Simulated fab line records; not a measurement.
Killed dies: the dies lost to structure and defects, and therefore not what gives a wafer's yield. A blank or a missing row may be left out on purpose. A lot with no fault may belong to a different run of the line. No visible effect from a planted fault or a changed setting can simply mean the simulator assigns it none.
Which of the tools did it? :: flow gf180mcu :: 21 wafers from 7 lots sampled at 2 of the route's 602 steps

WHAT EACH GAUGE READ, for each wafer
GF_HV_LDD_RS_MEAS_53: a four-point-probe measurement.
lot: L122
measured: day 13 15:35
on: film-metro-01
HV_LDD_RS (ohm/sq): 418.1 417.7 417.7

lot: L123
measured: day 13 23:40
on: film-metro-01
HV_LDD_RS (ohm/sq): 420.4 419.3 418.7

lot: L125
measured: day 14 12:11
on: film-metro-02
HV_LDD_RS (ohm/sq): 417.7 418.7 418.4

lot: L129
measured: day 15 19:17
on: film-metro-03
HV_LDD_RS (ohm/sq): 419.4 418.3 419.0

lot: L131
measured: day 16 09:22
on: film-metro-03
HV_LDD_RS (ohm/sq): 419.8 419.2 418.6

lot: L135
measured: day 17 15:07
on: film-metro-01
HV_LDD_RS (ohm/sq): 417.4 418.4 417.1

lot: L142
measured: day 20 00:17
on: film-metro-01
HV_LDD_RS (ohm/sq): 424.0 423.3 423.4

TOOL THAT RAN EACH LOT (tool first, then ch and the chambers of the sampled wafers, then the start)
lot: L122
GF_HV_LDD_IMPLANT_33: implanter-03 ch 0, day 12 18:16

lot: L123
GF_HV_LDD_IMPLANT_33: implanter-03 ch 0, day 13 02:15

lot: L125
GF_HV_LDD_IMPLANT_33: implanter-04 ch 0, day 13 14:47

lot: L129
GF_HV_LDD_IMPLANT_33: implanter-03 ch 0, day 14 21:25

lot: L131
GF_HV_LDD_IMPLANT_33: implanter-02 ch 0, day 15 11:10

lot: L135
GF_HV_LDD_IMPLANT_33: implanter-03 ch 0, day 16 15:02

lot: L142
GF_HV_LDD_IMPLANT_33: implanter-03 ch 0, day 18 22:17
- GF_HV_LDD_IMPLANT_33

THE ANSWER, worked out from the rows above alone
Rule: what is usual is taken from the lots themselves. The widest of any qualifying gaps counts: lots, ordered by their means at a reading, are off when they make up no more than a third of the lots, leave a main group of 4 or more, and stand apart from it by 3 or more times the standard deviation of that group's means. If all means in a main group match to the digits the tables above print for the reading, that group is not used. Also off: a lot with no number at a reading for which 4 or more lots have one. Any other lot the step has rows for is counted as sound.
Off: L142, seen at GF_HV_LDD_RS_MEAS_53 (HV_LDD_RS). Mean 418.5 ohm/sq and standard deviation 0.69 in the main group.
If a tool, at a process step before that reading, ran all the lots that are off and no sound lot after the first of them, it fits. Gauges at GF_HV_LDD_RS_MEAS_53: tried the same way as those tools. 2 tools fit, implanter-03 at GF_HV_LDD_IMPLANT_33 and film-metro-01 at GF_HV_LDD_RS_MEAS_53, so this cannot tell which one it is.

WHAT HAD BEEN PUT IN BY THE SIMULATOR
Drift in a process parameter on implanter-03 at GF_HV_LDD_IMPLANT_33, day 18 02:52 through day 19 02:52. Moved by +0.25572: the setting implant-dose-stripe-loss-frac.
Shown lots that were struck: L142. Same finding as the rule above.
